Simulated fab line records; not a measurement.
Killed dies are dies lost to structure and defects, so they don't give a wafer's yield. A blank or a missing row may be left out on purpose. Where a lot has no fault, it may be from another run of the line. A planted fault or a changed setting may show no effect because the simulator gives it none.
Which tool was responsible?    flow gf180mcu    24 lots, 72 wafers sampled, at 3 steps of a route of 602

== WHAT THE GAUGES READ, wafer by wafer ==
GF_V1_BOW_MEAS_05.
lot   measured      on             V1_BOW (um)
L074  day 17 07:16  film_metro-02  73 80 77
L075  day 17 10:46  film_metro-03  92 87 90
L076  day 17 21:08  film_metro-01  71 66 84
L077  day 18 05:11  film_metro-03  78 89 84
L078  day 18 12:53  film_metro-03  91 76 78
L079  day 18 22:56  film_metro-01  75 79 72
L080  day 19 08:37  film_metro-02  85 69 75
L081  day 19 21:44  film_metro-02  79 75 75
L082  day 20 06:53  film_metro-03  79 84 68
L083  day 20 15:11  film_metro-03  94 83 83
L084  day 21 01:59  film_metro-03  90 85 89
L085  day 21 06:07  film_metro-02  72 77 69
L086  day 21 19:29  film_metro-01  88 93 92
L087  day 21 21:07  film_metro-03  80 82 86
L088  day 23 01:14  film_metro-03  89 76 86
L090  day 23 11:38  film_metro-03  86 87 76
L089  day 23 12:55  film_metro-01  89 92 92
L091  day 23 14:45  film_metro-02  71 73 81
L092  day 23 17:11  film_metro-03  89 94 78
L093  day 23 21:07  film_metro-03  80 76 83
L094  day 24 19:20  film_metro-03  93 90 95
L095  day 25 00:43  film_metro-03  89 82 90
L096  day 25 09:39  film_metro-03  80 87 82
L097  day 25 18:26  film_metro-02  84 70 87

GF_M4_CD_MEAS_14: the cd target is 280 nm.
lot   measured      on         cd_nm (nm)
L074  day 23 15:17  cd_sem-02  279.1 279.6 279.8
L075  day 23 18:25  cd_sem-01  280.8 281.5 280.8
L076  day 24 04:15  cd_sem-01  279.5 278.5 278.8
L077  day 24 11:10  cd_sem-01  280.2 281.1 282.2
L078  day 24 19:21  cd_sem-01  279.4 279.3 279.5
L079  day 25 03:46  cd_sem-01  279.5 278.8 279.2
L080  day 25 13:33  cd_sem-01  279.2 279.0 279.2
L081  day 26 00:45  cd_sem-01  279.8 279.7 280.4
L082  day 26 06:18  cd_sem-01  279.8 280.2 279.5
L083  day 26 15:24  cd_sem-02  279.6 280.6 280.7
L084  day 27 00:23  cd_sem-01  281.7 282.3 281.6
L085  day 27 03:41  cd_sem-02  280.1 281.0 279.4
L086  day 27 17:38  cd_sem-02  280.8 282.2 280.6
L087  day 27 18:20  cd_sem-02  280.8 281.7 280.3
L088  day 28 17:08  cd_sem-01  280.1 279.2 280.1
L090  day 29 00:15  cd_sem-01  281.3 281.5 280.7
L089  day 29 01:20  cd_sem-01  279.3 279.3 278.8
L091  day 29 02:34  cd_sem-01  279.9 280.9 281.2
L092  day 29 05:43  cd_sem-01  278.8 278.9 278.7
L093  day 29 10:37  cd_sem-02  279.3 278.6 279.2
L094  day 30 02:38  cd_sem-01  279.3 279.0 279.1
L095  day 30 08:20  cd_sem-02  278.1 278.9 279.6
L096  day 30 15:25  cd_sem-01  280.2 278.9 279.0
L097  day 30 23:02  cd_sem-02  278.4 277.9 279.0

== WHICH TOOL RAN EACH LOT (tool, then ch and the chambers of the sampled wafers, then the start) ==
lot   GF_V2_SPUTTER_22
L074  pvd_sputter-01, day 20 13:06
L075  pvd_sputter-01, day 20 15:45
L076  pvd_sputter-02, day 21 01:50
L077  pvd_sputter-02, day 21 09:44
L078  pvd_sputter-02, day 21 17:26
L079  pvd_sputter-02, day 22 04:01
L080  pvd_sputter-01, day 22 13:59
L081  pvd_sputter-01, day 23 02:23
L082  pvd_sputter-03, day 23 09:47
L083  pvd_sputter-01, day 23 19:11
L084  pvd_sputter-02, day 24 04:05
L085  pvd_sputter-02, day 24 07:52
L086  pvd_sputter-02, day 24 21:37
L087  pvd_sputter-03, day 24 22:50
L088  pvd_sputter-02, day 26 00:11
L090  pvd_sputter-02, day 26 08:44
L089  pvd_sputter-01, day 26 09:41
L091  pvd_sputter-02, day 26 11:58
L092  pvd_sputter-01, day 26 14:35
L093  pvd_sputter-02, day 26 20:46
L094  pvd_sputter-02, day 27 13:20
L095  pvd_sputter-03, day 27 19:32
L096  pvd_sputter-02, day 28 03:08
L097  pvd_sputter-01, day 28 11:40
- GF_V2_SPUTTER_22: material TiN, target thk 10 nm, time 40 s.

== AS READ BY THE TOOLS THEMSELVES (means over the sampled wafers that have a number; for cases with no such wafer, the mark the record gives instead) ==
GF_V2_SPUTTER_22.
lot   tool            throttle_valve_pct (%)
L074  pvd_sputter-01  31.0
L075  pvd_sputter-01  31.6
L076  pvd_sputter-02  30.0
L077  pvd_sputter-02  30.7
L078  pvd_sputter-02  30.6
L079  pvd_sputter-02  30.6
L080  pvd_sputter-01  30.4
L081  pvd_sputter-01  32.6
L082  pvd_sputter-03  29.9
L083  pvd_sputter-01  31.6
L084  pvd_sputter-02  30.2
L085  pvd_sputter-02  30.5
L086  pvd_sputter-02  31.0
L087  pvd_sputter-03  30.1
L088  pvd_sputter-02  30.4
L090  pvd_sputter-02  31.0
L089  pvd_sputter-01  31.4
L091  pvd_sputter-02  30.3
L092  pvd_sputter-01  31.0
L093  pvd_sputter-02  31.0
L094  pvd_sputter-02  30.1
L095  pvd_sputter-03  30.0
L096  pvd_sputter-02  30.9
L097  pvd_sputter-01  32.3

== THE ANSWER, worked out from the rows above alone ==
Rule: what is usual is taken from the lots themselves. The widest of any qualifying gaps counts: lots, ordered by their means at a reading, are off when they make up no more than a third of the lots, leave a main group of 4 or more, and stand apart from it by 3 or more times the standard deviation of that group's means. If all means in a main group match to the digits the tables above print for the reading, that group is not used. A lot without any number at a reading at which 4 lots or more have one is off too. Any other lot the step has rows for is counted as sound. After the gauges, taken in route order, come the tools' own readings; for these a lot's mean is taken, as printed above. At the first step where some lot is off, the reading lying furthest off is the one used; lots without a number count as furthest.
Nothing can be told from this: no lot is off at any reading shown.

== WHAT THE SIMULATOR HAD PUT IN ==
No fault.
